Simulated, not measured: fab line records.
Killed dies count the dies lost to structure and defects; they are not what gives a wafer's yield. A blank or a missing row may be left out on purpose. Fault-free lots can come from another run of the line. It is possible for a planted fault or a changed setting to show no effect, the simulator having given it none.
Problem report, 8D (eight disciplines) form, completed by code | flow sky130 | the parts of the form that need people (team, actions taken, sign-off) are left out

== 1. WHAT IS WRONG ==
Wafers free of any fault read 624.4 ohm/sq (standard deviation 1.3) for NWELL_RS at SKY_NWELL_RS_MEAS_29, against a mean of 603.5 ohm/sq on 6 wafers of 2 lots. Relative to the usual mean, that is a shift of -16 standard deviations.
The step: measures by four-point-probe.
Seen first at day 9 14:04 on filmMetro-02, wafer L761.2. The record holds 36 wafers of 12 lots with a number at this step. By rule, "out" or "out of limits" means more than 4 standard deviations away from the usual mean. All remaining wafers that have a number are taken as sound.

== 2. WHAT IT IS; WHAT IT IS NOT ==
question                    | is                         | is not
which readings at this step | NWELL_RS                   | -
which lots                  | L761, L763                 | L744, L745, L747, L748, L751, L752, L754, L755, L764, L766
which wafers of those lots  | all that have a number     | -
read on which gauges        | filmMetro-02, filmMetro-04 | filmMetro-01
when                        | from day 9 14:04           | up to then (24 sound wafers); but 6 sound wafers of L764, L766 came after

== 3. THE SUSPECTS, EACH WITH WHAT RULES IT OUT ==
Counting: a tool at any process step up to the reading remains a suspect when it ran all the lots that are out and ran no sound lot after the first of those.
- the gauge at SKY_NWELL_RS_MEAS_29 is ruled out. Those wafers that are out were read across 2 gauges (filmMetro-02, filmMetro-04).
- implanter-03 at SKY_NWELL_IMPLANT_11: kept. All lots that are out passed through it, beginning with L761 at day 8 16:09, and no sound lot followed; its final sound lot before that point was L754 at day 7 01:27. Its own readings are out on those wafers: beamEnergyKeV.
Left after counting: implanter-03 at SKY_NWELL_IMPLANT_11.

== 4. THE CAUSE (what the simulator had put in) ==
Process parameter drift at SKY_NWELL_IMPLANT_11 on implanter-03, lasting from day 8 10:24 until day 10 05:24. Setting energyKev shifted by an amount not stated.
The count eliminated every tool but this one.

== 5. SEQUENCE OF EFFECTS, ordered by route ==
One row per reading whose mean, taken over the struck wafers that have a number, lies over 3 standard deviations from the usual. Only readings whose record carries a usual standard deviation are examined. hours: median over the lots of the time between each lot's start at the first step of this table that gives one and its start at this step. sigmas: the change, counted in usual standard deviations.
hours | step                 | reading       | usual        | on struck wafers | change | sigmas
0     | SKY_NWELL_IMPLANT_11 | beamEnergyKeV | 400.01       | 469.92           | +69.91 | +99 or more
23    | SKY_NWELL_RS_MEAS_29 | NWELL_RS      | 624.4 ohm/sq | 603.5            | -20.9  | -16
It contains these process steps:
- SKY_NWELL_IMPLANT_11

== 6. HOW IT WOULD HAVE BEEN CAUGHT EARLIER ==
Counted from the fault's start at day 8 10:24, it took 28 hours until the first out-of-limits reading at a measuring or inspecting step in this record, taken at day 9 14:04.
At SKY_NWELL_IMPLANT_11, the tool's own readings (beamEnergyKeV) were out on each struck wafer the step has a row for, so an alarm limit on them would have fired on the first such wafer.
Each of the lots that are out, 2 in all, had begun SKY_NWELL_IMPLANT_11 on implanter-03 no later than day 9 14:04. Tool hold at that time: it would have spared none of them.
